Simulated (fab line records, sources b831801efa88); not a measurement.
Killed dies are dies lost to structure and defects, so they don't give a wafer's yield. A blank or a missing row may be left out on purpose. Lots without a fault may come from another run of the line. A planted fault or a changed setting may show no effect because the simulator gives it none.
A struck lot beside a sound one | flow sky130 | 16 steps out of a route of 708
Sound: wafers L107.2, L107.3, L107.6. Struck: wafer L113.6. (L113.1, L113.4 of the same lot were not struck and are left out.) The cause comes at the end.
At each step with rows: each side's tool, then ch and its chambers, then its first start. Under that, the readings that differ: sound wafers | struck wafers | difference of the means | sigmas: that difference in standard deviations of wafers without a fault.
alike: readings whose means differ by less than 2 such deviations, and words and numbers that are the same on both sides. not compared: withheld readings, readings that some wafer has no value for, bounds like >300 that may hide the same value, and numbers for which the record gives no deviation and whose values overlap.
The two part at a step that has a row with sigmas, a row that says differs or no value, or rows on one side only. Numbers that don't overlap but have no deviation are shown without sigmas and don't part them. A reading that every wafer of one side lacks parts them only if that side has two wafers or more.

first, 2 steps without rows for these wafers: SKY_VT_ADJUST_PCH_PEB_05; SKY_VT_ADJUST_PCH_DEVELOP_06 (develop time 60 s).
SKY_VT_ADJUST_PCH_OVL_MEAS_07:
  sound on overlay-02, day 10 13:11; struck on overlay-02, day 12 19:40
  alike: VT_ADJUST_PCH_OVL
then, 1 step without rows for these wafers: SKY_VT_ADJUST_PCH_IMPLANT_08.
SKY_VT_ADJUST_PCH_STRIP_09: strips in O2/N2.
  sound on plasma_asher-03 ch 0,1, day 10 13:22; struck on plasma_asher-03 ch 0, day 12 19:52
  alike: chamber_pressure_mTorr, drypump_motor_current_A, oes_product_au, strip_time_to_endpoint_s
  not compared: rf_hours_counter_h
SKY_VT_ADJUST_PCH_TW_MEAS_10:
  sound on film_metro-03, day 10 13:28; struck on film_metro-04, day 12 19:58
  alike: VT_ADJUST_PCH_TW
then, 6 steps without rows for these wafers: SKY_SONOS_TUNNEL_DEHYDRATE_00 (time 60 s); SKY_SONOS_TUNNEL_HMDS_01 (prime time 60 s); SKY_SONOS_TUNNEL_COAT_02 (resist thk 1140 nm); SKY_SONOS_TUNNEL_SOFTBAKE_03 (time 60 s); SKY_SONOS_TUNNEL_EXPOSE_04 (exposes mask TUNM, target cd 410 nm); SKY_SONOS_TUNNEL_PEB_05.
SKY_SONOS_TUNNEL_DEVELOP_06: develop time 60 s.
  sound on litho_track-04 ch 0, day 11 12:11; struck on litho_track-04 ch 0, day 13 19:31
  alike: chill_plate_temp_C, exhaust_pa
SKY_SONOS_TUNNEL_CD_MEAS_07: target cd 410 nm.
  sound on cd_sem-02, day 11 12:20; struck on cd_sem-02, day 13 19:40
  reading    | sound             | struck | difference | sigmas
  cd_nm (nm) | 411.6 410.6 412.0 | 402.9  | -8.5       | -4
SKY_SONOS_TUNNEL_OVL_MEAS_08:
  sound on overlay-01, day 11 12:26; struck on overlay-01, day 13 19:47
  alike: SONOS_TUNNEL_OVL
-- the record jumps here: 34 days lie between the struck wafers' starts before and after (it left off in module SONOS_TUNNEL and takes up again in module PAD_OPEN, whose first step shown is number 708 of the route) --
SKY_PAD_OPEN_PROBE_99:
  sound on prober-02, day 45 17:13; struck on prober-02, day 47 17:44
  reading     | sound | struck | difference | sigmas
  killed_open | 45 52 | 30     | -18        | -3
  alike: killed_at_M0_to_M3, killed_at_M4_up, killed_at_contacts, killed_at_front_end, killed_at_other, killed_dies, killed_short

WHERE THEY PART
First at SKY_SONOS_TUNNEL_CD_MEAS_07; last, within this record, at SKY_PAD_OPEN_PROBE_99.

WHY: what the simulator had put in
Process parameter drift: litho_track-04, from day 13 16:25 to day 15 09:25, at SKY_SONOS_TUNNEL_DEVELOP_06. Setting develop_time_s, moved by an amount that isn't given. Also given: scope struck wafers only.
